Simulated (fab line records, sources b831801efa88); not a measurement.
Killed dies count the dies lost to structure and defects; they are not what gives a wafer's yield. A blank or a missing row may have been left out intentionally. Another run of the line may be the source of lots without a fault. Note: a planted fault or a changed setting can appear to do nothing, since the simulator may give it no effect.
Code-filled problem report in 8D (eight disciplines) form | flow sky130 | the parts of the form that need people (team, actions taken, sign-off) are left out

## 1. PROBLEM STATEMENT
Mean of chamber pressure pa at SKY_METAL5_SPUTTER_02: 0.4318 Pa across 6 wafers in 2 lots; on wafers with no fault it is 0.3999 Pa (standard deviation 0.0008). That puts it +40 standard deviations away from the usual mean.
The step: material AlCu, target thk 1150 nm, time 61.2 s.
The first sign was on wafer L106.2 at day 46 19:49, on pvd sputter-01. The record holds 18 wafers of 6 lots with a number at this step. Rule for "out" (also "out of limits"): further than 4 standard deviations from the usual mean. The rest of the wafers with a number are treated as sound.

## 2. WHAT THIS IS AND IS NOT
question                    | is                     | is not
which readings at this step | chamber pressure pa    | -
which lots                  | L105, L106             | L100, L101, L104, L109
which wafers of those lots  | all that have a number | -
read on which tools         | pvd sputter-01         | pvd sputter-02
when                        | from day 46 19:49      | up to then (9 sound wafers); but 3 sound wafers of L109 came after

## 3. THE SUSPECTS, EACH WITH WHAT RULES IT OUT
Counting: a tool stays on the suspect list if, at a process step up to the reading, it processed all lots that are out and no sound lot following the first of them.
- pvd sputter-01 at SKY_METAL5_SPUTTER_00 (material Ti, target thk 15 nm, time 10 s): kept. All lots that are out passed through it, beginning with L106 at day 46 19:46, and no sound lot followed; its final sound lot before that point was L100 at day 45 10:01.
- pvd sputter-01 at SKY_METAL5_SPUTTER_02 (material AlCu, target thk 1150 nm, time 61.2 s): kept. All lots that are out passed through it, beginning with L106 at day 46 19:49, and no sound lot followed; its final sound lot before that point was L100 at day 45 10:04. Its own chamber pressure pa readings are out on those wafers.
What counting leaves: pvd sputter-01 at SKY_METAL5_SPUTTER_00 and pvd sputter-01 at SKY_METAL5_SPUTTER_02.

## 4. THE CAUSE (what the simulator had put in)
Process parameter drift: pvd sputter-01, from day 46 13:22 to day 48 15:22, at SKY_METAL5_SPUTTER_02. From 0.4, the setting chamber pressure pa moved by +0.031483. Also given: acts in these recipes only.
Counting leaves 2 suspects; this tool is one of them.

## 5. THE EFFECT CHAIN, in route order
Each row: a reading where the mean over the struck wafers with a number is more than 3 standard deviations away from the usual. Only readings whose record carries a usual standard deviation are examined. hours: median over the lots of the time between each lot's start at the first step of this table that gives one and its start at this step. sigmas: the change, counted in usual standard deviations.
hours | step                  | reading             | usual     | on struck wafers | change  | sigmas
0     | SKY_METAL5_SPUTTER_02 | chamber pressure pa | 0.3999 Pa | 0.4318           | +0.0319 | +40
It contains these process steps:
- SKY_METAL5_SPUTTER_02: material AlCu, target thk 1150 nm, time 61.2 s.
Later measuring or inspecting steps at which every struck wafer that the step has a row for has a number for every such reading, and none has moved that far: SKY_METAL5_RS_MEAS_05, SKY_METAL5_THK_MEAS_06.

## 6. WHAT WOULD HAVE CAUGHT IT SOONER
6 hours passed between the start of the fault at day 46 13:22 and the first reading out of limits in this record, taken at day 46 19:49.
